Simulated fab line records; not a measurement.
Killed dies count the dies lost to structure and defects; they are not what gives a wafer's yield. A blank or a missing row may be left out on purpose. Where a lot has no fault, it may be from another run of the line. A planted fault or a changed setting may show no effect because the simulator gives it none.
Struck lot and sound lot, side by side	flow gf180mcu	14 out of 602 route steps
Sound: wafers L796.2, L796.3, L796.6. Struck: wafers L799.1, L799.3, L799.6. The cause is given at the end.
Per side, at each step with rows, come the tool, then ch with its chambers, and then its first start. Under that, the readings that differ: sound wafers	struck wafers	difference of the means	sigmas: that difference in standard deviations of wafers without a fault.
alike: readings whose means differ by less than 2 such deviations, and words and numbers that are the same on both sides. not compared: withheld readings, readings that some wafer has no value for, bounds like >300 that may hide the same value, and numbers for which the record gives no deviation and whose values overlap.
A row with sigmas, a row that says differs or no value, or rows on one side alone: a step with any of these is where the two part. Numbers that don't overlap but have no deviation are shown without sigmas and don't part them. A reading that every wafer of one side lacks parts them only if that side has two wafers or more.

first, 1 step without rows for these wafers: GF_CONTACT_CVD_00 (deposits SiO2, target thk 300 nm, time 50 s).
GF_CONTACT_THK_MEAS_01:
  sound on film-metro-03, day 19 19:44; struck on film-metro-01, day 20 22:37
  alike: CONTACT_CVD_00_THK
GF_CONTACT_CVD_02: deposits SiO2 from TEOS, target thk 860 nm, time 95.992 s.
  sound on pecvd-04 ch 0,1,2, day 19 19:47; struck on pecvd-01 ch 0,2, day 20 22:40
  alike: heater-power-outer-w, heater-power-w
GF_CONTACT_THK_MEAS_03:
  sound on film-metro-03, day 19 19:52; struck on film-metro-04, day 20 22:44
  alike: CONTACT_CVD_02_THK
GF_CONTACT_CMP_04: polishes SiO2.
  sound on cmp-02 ch 1,3, day 19 19:55; struck on cmp-02 ch 0,1,2, day 20 22:48
  alike: motor-current-A, time-to-endpoint-s
GF_CONTACT_BOW_MEAS_05:
  sound on film-metro-04, day 19 20:14; struck on film-metro-03, day 20 23:06
reading	sound	struck	difference	sigmas
CONTACT_BOW (um)	71 65 72	53 48 61	-15	-2
then, 6 steps without rows for these wafers: GF_CONTACT_DEHYDRATE_06 (time 60 s); GF_CONTACT_HMDS_07 (prime time 60 s); GF_CONTACT_COAT_08; GF_CONTACT_COAT_09 (resist thk 1000 nm); GF_CONTACT_SOFTBAKE_10 (time 60 s); GF_CONTACT_EXPOSE_11 (exposes mask Contact, target cd 220 nm).
GF_CONTACT_PEB_12: peb time 90 s.
  sound on litho-track-01 ch 0, day 20 20:08; struck on litho-track-01, day 21 23:03
  no value came back on the struck wafers for chill-plate-temp-C (C), exhaust-pa (Pa), resist-line-temp-C (C); on the sound wafers chill-plate-temp-C (C) reads 23.14 23.14 22.97
then, 1 step without rows for these wafers: GF_CONTACT_DEVELOP_13 (develop time 60 s).

## WHERE THEY PART
At GF_CONTACT_BOW_MEAS_05 first; at GF_CONTACT_PEB_12 last (within this record only).

WHY: whatever the simulator had introduced
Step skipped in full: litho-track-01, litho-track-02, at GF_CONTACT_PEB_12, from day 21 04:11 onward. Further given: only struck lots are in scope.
